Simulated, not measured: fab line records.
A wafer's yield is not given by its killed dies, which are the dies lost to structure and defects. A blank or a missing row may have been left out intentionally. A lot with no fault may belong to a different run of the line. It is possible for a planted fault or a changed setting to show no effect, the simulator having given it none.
Split-lot trial    flow sfq_line    route with 325 steps; 5 lots, 23 wafers read

ON THE SPLIT
At SFQ_TRILAYER_I4_VIA_BARC_OPEN_VIA_ETCH_146 (etches BARC in O2, target depth 125 nm, time 41.7 s), the setting time_s was moved away from the recipe's 41.7 s on 8 of the 23 wafers read, by -8.6% to +14.3%. For the rest of the wafers, this setting stayed at what the recipe calls for.

There is no step in the file separating the split from the reading.

THE READING
KrF_of_TRILAYER_I4_VIA_LITHO_COAT_103.thk_nm (the simulator's own value, which no gauge read), in nm, at SFQ_TRILAYER_I4_VIA_ETCH_VIA_ETCH_106 (etches SiO2 in CHF3, stops on Nb, target depth 260 nm). The file does not state a usual value for it. Here, 15 wafers ran the recipe; their average is 529.1 nm with a standard deviation of 3.1 nm.

wafer   tool, chamber at the split  time_s as run, s  against the recipe  KrF_of_TRILAYER_I4_VIA_LITHO_COAT_103.thk_nm, nm  against lot-mates on the recipe
L075.2  rie_diel-03, 1              41.7              recipe              533                                               -
L075.3  rie_diel-03, 0              41.7              recipe              534.7                                             -
L075.4  rie_diel-03, 2              41.7              recipe              532.4                                             -
L075.6  rie_diel-03, 2              41.7              recipe              532.4                                             -
L075.5  rie_diel-03, 1              41.7              recipe              533.2                                             -
L076.1  rie_diel-03, 2              47.67             +14.3%              522.5                                             -5.6
L076.2  rie_diel-03, 0              41.7              recipe              528.9                                             -
L076.3  rie_diel-03, 3              47.67             +14.3%              520.4                                             -7.7
L076.4  rie_diel-03, 1              41.7              recipe              527.3                                             -
L076.5  rie_diel-03, 2              47.67             +14.3%              523.4                                             -4.7
L080.1  rie_diel-03, 1              41.7              recipe              526.8                                             -
L080.2  rie_diel-03, 0              45.35             +8.8%               521.5                                             -4.5
L080.3  rie_diel-03, 3              45.35             +8.8%               521.1                                             -4.9
L080.4  rie_diel-03, 2              41.7              recipe              525.8                                             -
L080.5  rie_diel-03, 3              41.7              recipe              525.4                                             -
L082.1  rie_diel-03, 2              38.12             -8.6%               533.2                                             +4.4
L082.3  rie_diel-03, 1              38.12             -8.6%               532.9                                             +4.0
L082.4  rie_diel-03, 3              38.12             -8.6%               532.5                                             +3.6
L082.5  rie_diel-03, 3              41.7              recipe              529.2                                             -
L082.6  rie_diel-03, 2              41.7              recipe              528.5                                             -
L085.1  rie_diel-01, 1              41.7              recipe              526.4                                             -
L085.2  rie_diel-01, 2              41.7              recipe              525.7                                             -
L085.6  rie_diel-01, 1              41.7              recipe              527.2                                             -

THE FIT
A straight line over all 23 wafers: KrF_of_TRILAYER_I4_VIA_LITHO_COAT_103.thk_nm changes by -0.53 nm for each +1% of time_s; r = -0.78; the points scatter about the line by 2.8 nm.
The same after taking each lot's own level away (the mean of its wafers on the recipe; 23 wafers): -0.449 nm for each +1%; r = -0.96; scatter 0.82 nm.
On that fit, the largest move of time_s shifts the reading by 6.4 nm.
Across the lots, their own levels run from 526.00 to 533.14 nm, a range of 2.3 times the standard deviation given above.
So the lot-to-lot level blurs the effect unless lot-mates are compared.
Check: -6.64 nm against its lot-mates is what the line predicts for one of the wafers moved furthest among these (+14.3%) when that wafer is left out of the fit. Against them it came out at -5.6 nm.

OTHER SPLITS ON THESE WAFERS
Note: prior to the reading, these wafers also went through further splits. Each is held against what the fit with the lots' levels taken away leaves over:
other split on the same wafers                wafers away from the commonest value  r with KrF_of_TRILAYER_I4_VIA_LITHO_COAT_103.thk_nm (lot level and that fit taken away)
SFQ_TRILAYER_M4_DEP_SPUTTER_091 power_w       8                                     -0.11
SFQ_TRILAYER_M4_LITHO_COAT_093 resist_thk_nm  9                                     -0.21
SFQ_TRILAYER_M4_ETCH_METAL_ETCH_096 time_s    10                                    +0.17

THE WHOLE CHAIN: every reading that the file lists as answering this split, in the file's order
step                                        what it does                                           reading                                                                                        change (the file's fit)                r (the file's)
SFQ_TRILAYER_I4_VIA_BARC_OPEN_VIA_ETCH_146  etches BARC in O2, target depth 125 nm, time 41.7 s    KrF_of_TRILAYER_I4_VIA_LITHO_COAT_103.thk_nm (the simulator's own value, which no gauge read)  -0.472 nm for each +1% of the setting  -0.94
SFQ_TRILAYER_I4_VIA_ETCH_VIA_ETCH_106       etches SiO2 in CHF3, stops on Nb, target depth 260 nm  KrF_of_TRILAYER_I4_VIA_LITHO_COAT_103.thk_nm (the simulator's own value, which no gauge read)  -0.453 nm for each +1% of the setting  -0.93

THE FILE'S OWN FIT
KrF_of_TRILAYER_I4_VIA_LITHO_COAT_103.thk_nm changes by -0.453 nm for each +1% of time_s, r = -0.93.
